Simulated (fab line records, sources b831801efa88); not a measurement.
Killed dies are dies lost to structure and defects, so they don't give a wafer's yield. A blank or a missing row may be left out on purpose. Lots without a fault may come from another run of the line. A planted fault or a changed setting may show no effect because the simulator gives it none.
Chamber matching | flow sky130 | SKY_VIA2_ETCH_15 on rie_diel-03: 4 sister chambers
The step etches SiO2 in C4F8/O2/Ar, stops on TiN, target depth 546 nm, time 84 s. 27 wafers are shown with their chamber, then 12 later ones without.

WAFERS WITH THEIR CHAMBER
wafer  | chamber | oes_product_au (a.u.) | bias_w (W)
L079.2 | 2       | 0.938                 | 1198
L079.4 | 1       | 0.936                 | 1198
L079.5 | 1       | 0.936                 | 1200
L078.3 | 2       | 0.943                 | 1198
L078.4 | 1       | 0.936                 | 1209
L078.6 | 1       | 0.925                 | 1203
L080.1 | 2       | 0.936                 | 1205
L080.4 | 1       | 0.941                 | 1203
L080.5 | 1       | 0.936                 | 1193
L082.1 | 2       | 0.933                 | 1201
L082.3 | 1       | 0.945                 | 1196
L082.5 | 1       | 0.945                 | 1198
L084.1 | 2       | 0.939                 | 1192
L084.3 | 1       | 0.945                 | 1195
L084.5 | 2       | 0.938                 | 1191
L086.1 | 3       | 0.943                 | 1193
L086.2 | 1       | 0.940                 | 1197
L086.6 | 3       | 0.939                 | 1201
L088.2 | 3       | 0.939                 | 1197
L088.3 | 0       | 0.938                 | 1202
L088.6 | 2       | 0.942                 | 1200
L089.3 | 3       | 0.945                 | 1194
L089.4 | 2       | 0.940                 | 1198
L089.5 | 1       | 0.939                 | 1202
L090.2 | 2       | 0.944                 | 1203
L090.3 | 3       | 0.944                 | 1204
L090.4 | 1       | 0.931                 | 1197

SIGNATURES (means of the wafers above)
reading        | chamber 0 | chamber 1 | chamber 2 | chamber 3 | scatter within a chamber
oes_product_au | 0.93800   | 0.93792   | 0.93922   | 0.94200   | 0.00478
bias_w         | 1202.00   | 1199.25   | 1198.44   | 1197.80   | 4.52
Rule: a wafer's distance from a chamber is the root of the sum, over the readings, of the square of ((its reading less the chamber's mean) divided by the reading's scatter). The wafer belongs to the nearest chamber; if the next one is less than 2 further off, it can't be placed. The scatter: the root of (the sum of the squares of (reading less its chamber's mean) over the shown wafers, divided by (wafers less chambers)).

WAFERS WITHOUT THEIR CHAMBER
wafer  | oes_product_au (a.u.) | bias_w (W)
L092.2 | 0.933                 | 1195
L092.5 | 0.939                 | 1204
L092.6 | 0.935                 | 1201
L091.2 | 0.936                 | 1198
L091.4 | 0.936                 | 1200
L091.5 | 0.941                 | 1197
L095.1 | 0.940                 | 1203
L095.2 | 0.946                 | 1196
L095.3 | 0.945                 | 1201
L097.1 | 0.939                 | 1199
L097.2 | 0.939                 | 1200
L097.4 | 0.932                 | 1199

WHICH CHAMBER EACH WENT THROUGH
wafer  | from the rows above               | in truth
L092.2 | can't be placed: 1 or 2 or 0 or 3 | 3
L092.5 | can't be placed: 0 or 1 or 2 or 3 | 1
L092.6 | can't be placed: 0 or 1 or 2 or 3 | 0
L091.2 | can't be placed: 1 or 2 or 0 or 3 | 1
L091.4 | can't be placed: 1 or 0 or 2 or 3 | 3
L091.5 | can't be placed: 3 or 2 or 1 or 0 | 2
L095.1 | can't be placed: 0 or 1 or 2 or 3 | 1
L095.2 | can't be placed: 3 or 2 or 1 or 0 | 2
L095.3 | can't be placed: 3 or 2 or 0 or 1 | 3
L097.1 | can't be placed: 2 or 1 or 3 or 0 | 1
L097.2 | can't be placed: 1 or 2 or 0 or 3 | 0
L097.4 | can't be placed: 1 or 0 or 2 or 3 | 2
Placed correctly: 0 of 12. Can't be placed from these rows: 12 (the true chamber is among the candidates in 12). Placed wrongly: 0.
